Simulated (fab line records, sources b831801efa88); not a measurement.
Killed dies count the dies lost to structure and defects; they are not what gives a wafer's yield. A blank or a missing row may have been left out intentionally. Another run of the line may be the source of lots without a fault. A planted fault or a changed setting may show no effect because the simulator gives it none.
8D (eight disciplines) problem report, filled in by code	flow gf180mcu	the parts of the form that need people (team, actions taken, sign-off) are left out

== 1. WHAT IS WRONG ==
run length s at GF_STI_WET_ETCH_26 reads a mean of 53 s on 6 wafers of 2 lots; wafers without a fault read 216 s with a standard deviation of 3.7. Relative to the usual mean, that is a shift of -44 standard deviations.
The step: etches SiO2 in dHF, target depth 94 nm, time 188 s.
Earliest sighting: wafer L682.1 on wet bench-03 at day 5 19:17. The record has a number at this step for 12 wafers belonging to 4 lots. Rule for "out", or "out of limits": more than 4 standard deviations from the usual mean. The other wafers with a number count as sound.

== 2. WHAT IT IS; WHAT IT IS NOT ==
question	is	is not
which readings at this step	run length s	-
which lots	L682, L683	L674, L688
which wafers of those lots	all that have a number	-
read on which tools	wet bench-03	wet bench-01
when	from day 5 19:17	up to then (3 sound wafers); but 3 sound wafers of L688 came after

== 3. THE SUSPECTS, EACH WITH WHAT RULES IT OUT ==
Counting: a tool stays on the suspect list if, at a process step up to the reading, it processed all lots that are out and no sound lot following the first of them.
- wet bench-03 at GF_STI_WET_ETCH_26 (etches SiO2 in dHF, target depth 94 nm, time 188 s): kept. All lots that are out passed through it, beginning with L682 at day 5 19:17, and no sound lot followed; its final sound lot before that point was L674 at day 4 02:37. Out on those wafers are its own readings of run length s.
After counting, what remains is wet bench-03 at GF_STI_WET_ETCH_26.

== 4. THE CAUSE (what the simulator had put in) ==
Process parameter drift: wet bench-03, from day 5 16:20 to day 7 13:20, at GF_STI_WET_ETCH_26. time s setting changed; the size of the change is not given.
The count eliminated every tool but this one.

== 5. SEQUENCE OF EFFECTS, ordered by route ==
Each row: a reading where the mean over the struck wafers with a number is more than 3 standard deviations away from the usual. Readings are gone through only where the record gives a usual standard deviation; hours: the median, over the lots, of the time from a lot's start at the first step in this table giving one to that lot's start at this step; sigmas: the change measured in usual standard deviations.
hours	step	reading	usual	on struck wafers	change	sigmas
0	GF_STI_WET_ETCH_26	run length s	216 s	53	-163	-44
It contains these process steps:
- GF_STI_WET_ETCH_26: etches SiO2 in dHF, target depth 94 nm, time 188 s.

== 6. WHAT WOULD HAVE CAUGHT IT SOONER ==
3 hours passed between the start of the fault at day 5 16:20 and the first reading out of limits in this record, taken at day 5 19:17.
